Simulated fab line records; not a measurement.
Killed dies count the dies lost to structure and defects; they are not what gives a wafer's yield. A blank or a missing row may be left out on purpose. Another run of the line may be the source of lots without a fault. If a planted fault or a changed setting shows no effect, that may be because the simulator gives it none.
Struck lot and sound lot, side by side :: flow gf180mcu :: 14 out of 602 route steps
Sound: wafers L308.1, L308.3, L308.5. The struck wafers were L323.1, L323.4, L323.6. The cause is named last.
For every step that has rows: the tool of each side, followed by ch and its chambers, followed by its first start. Under that, the readings that differ: sound wafers :: struck wafers :: difference of the means :: sigmas: that difference in standard deviations of wafers without a fault.
alike: a reading whose means differ by less than 2 such deviations, as well as words and numbers matching on both sides. not compared: withheld readings; readings where some wafer has no value; bounds like >300 that might hide an equal value; numbers whose values overlap and for which the record gives no deviation.
Wherever a step has rows on one side only, a row that says differs or no value, or a row with sigmas, the two part there. Non-overlapping numbers with no deviation appear without sigmas and do not part them. A reading that every wafer of one side lacks parts them only if that side has two wafers or more.

GF_HV_LDD_CD_MEAS_31: target cd 400 nm.
  sound: cd sem-01 at day 12 09:55; struck: cd sem-01 at day 17 08:10
  alike: cd nm
GF_HV_LDD_OVL_MEAS_32:
  sound: overlay-01 at day 12 10:02; struck: overlay-01 at day 17 08:17
  alike: HV_LDD_02_OVL
then, 4 steps without rows for these wafers: GF_HV_LDD_IMPLANT_33; GF_HV_LDD_IMPLANT_34; GF_HV_LDD_IMPLANT_35; GF_HV_LDD_IMPLANT_36.
GF_HV_LDD_STRIP_37: strips in O2/N2.
  sound on plasma asher-04 ch 0,1, day 12 10:40; struck on plasma asher-01 ch 0,1, day 17 08:55
  alike: drypump motor current A, heater power w, oes product au, strip time to endpoint s
  not compared: rf hours counter h
GF_HV_LDD_TW_MEAS_38:
  sound: film metro-04 at day 12 10:46; struck: film metro-04 at day 17 09:01
  alike: HV_LDD_3_TW
then, 4 steps without rows for these wafers: GF_HV_LDD_DEHYDRATE_39 (time 60 s); GF_HV_LDD_HMDS_40 (prime time 60 s); GF_HV_LDD_COAT_41 (resist thk 1000 nm); GF_HV_LDD_SOFTBAKE_42 (time 60 s).
GF_HV_LDD_EXPOSE_43: exposes mask Pplus HV AREA, target cd 400 nm.
  sound on iline stepper-02 ch 0, day 12 20:41; struck on iline stepper-01, day 17 20:28
  no value came back on the struck wafers for exposure dose mJ cm2, focus offset nm (nm); on the sound wafers exposure dose mJ cm2 reads 140.11 139.90 140.23
reading: model.HV_LDD.overlay x nm (nm)
sound: -0.612 -0.612 -0.612
struck: 1.497 1.497 1.497
difference: +2.109
sigmas: 
  alike: mask
then, 1 step without rows for these wafers: GF_HV_LDD_PEB_44.

WHERE THEY PART
Only at GF_HV_LDD_EXPOSE_43, within this record.

WHY: what had been put in by the simulator
Skipped step whole: iline stepper-01, from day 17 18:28 on, at GF_HV_LDD_EXPOSE_43. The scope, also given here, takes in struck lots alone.
